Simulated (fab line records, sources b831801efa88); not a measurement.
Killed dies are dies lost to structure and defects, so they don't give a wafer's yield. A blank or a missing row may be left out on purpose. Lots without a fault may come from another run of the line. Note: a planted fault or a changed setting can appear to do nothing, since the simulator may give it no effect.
Which tool was responsible?    flow sfqLine    42 wafers from 14 lots sampled at 2 of the route's 325 steps

== WHAT THE GAUGES SHOWED, per wafer ==
SFQ_I5_OVL_MEAS_936.
lot   measured      on          I5_OVL (nm)
L680  day 65 23:15  overlay-01  -9 -6 -7
L681  day 66 01:40  overlay-01  -10 -1 -4
L682  day 66 07:56  overlay-01  1 -3 -5
L683  day 66 16:20  overlay-02  9 12 2
L684  day 67 03:55  overlay-02  -4 -4 -6
L687  day 67 22:06  overlay-01  -7 2 -11
L688  day 71 17:16  overlay-01  5 4 1
L693  day 73 06:23  overlay-02  5 5 8
L694  day 73 10:00  overlay-02  10 8 2
L695  day 73 12:31  overlay-02  -2 -3 -6
L698  day 73 19:43  overlay-01  1 5 0
L699  day 73 22:07  overlay-02  -2 1 -1
L700  day 74 00:31  overlay-02  1 5 -4
L701  day 74 02:55  overlay-02  -1 -2 0

== EACH LOT AND THE TOOL THAT RAN IT (in order: tool; ch and the chambers of the sampled wafers; start) ==
lot   SFQ_TRILAYER_I0_VIA_BARC_OPEN_VIA_ETCH_046
L680  rieDiel-02 ch 0,1,3, day 9 14:56
L681  rieDiel-03 ch 0,3, day 10 03:19
L682  rieDiel-02 ch 0,1,3, day 10 11:20
L683  rieDiel-04 ch 0,2, day 10 13:44
L684  rieDiel-02 ch 0,1,2, day 11 03:02
L687  rieDiel-03 ch 1,2,3, day 11 16:15
L688  rieDiel-02 ch 1,2, day 11 21:02
L693  rieDiel-02 ch 1,2, day 13 05:05
L694  rieDiel-02 ch 0,3, day 13 12:08
L695  rieDiel-04 ch 1,3, day 13 14:32
L698  rieDiel-02 ch 1,2,3, day 14 06:08
L699  rieDiel-02 ch 1,3, day 14 13:08
L700  rieDiel-04 ch 0,2, day 14 20:20
L701  rieDiel-03 ch 1,2,3, day 14 22:44
- SFQ_TRILAYER_I0_VIA_BARC_OPEN_VIA_ETCH_046: etches BARC in O2, target depth 125 nm, time 41.7 s.

== WHAT THE TOOLS THEMSELVES READ (means of the sampled wafers that have a number; where no wafer has one, the mark that the record gives instead) ==
SFQ_TRILAYER_I0_VIA_BARC_OPEN_VIA_ETCH_046.
lot   tool        drypumpMotorCurrentA (A)  oesProductAu (a.u.)
L680  rieDiel-02  5.8                       0.685
L681  rieDiel-03  5.4                       0.686
L682  rieDiel-02  5.8                       0.684
L683  rieDiel-04  5.3                       0.686
L684  rieDiel-02  5.8                       0.686
L687  rieDiel-03  5.5                       0.685
L688  rieDiel-02  6.0                       0.682
L693  rieDiel-02  5.9                       0.685
L694  rieDiel-02  5.7                       0.685
L695  rieDiel-04  6.1                       0.682
L698  rieDiel-02  6.0                       0.686
L699  rieDiel-02  6.0                       0.690
L700  rieDiel-04  5.3                       0.679
L701  rieDiel-03  5.5                       0.684

== THE ANSWER, worked out from the rows above alone ==
Rule: usual is defined by the lots themselves. The widest of any qualifying gaps counts: lots, ordered by their means at a reading, are off when they make up no more than a third of the lots, leave a main group of 4 or more, and stand apart from it by 3 or more times the standard deviation of that group's means. If all means in a main group match to the digits the tables above print for the reading, that group is not used. Also off: a lot with no number at a reading for which 4 or more lots have one. Any other lot the step has rows for is counted as sound. First the gauges in route order, then the tools' own readings, where a lot's mean is used as printed above. The first step at which some lot is off is used, and at that step the reading that is off furthest; a lot without a number counts as furthest.
Across all readings shown, no lot is off: no conclusion can be drawn from this.

== WHAT WAS PUT IN BY THE SIMULATOR ==
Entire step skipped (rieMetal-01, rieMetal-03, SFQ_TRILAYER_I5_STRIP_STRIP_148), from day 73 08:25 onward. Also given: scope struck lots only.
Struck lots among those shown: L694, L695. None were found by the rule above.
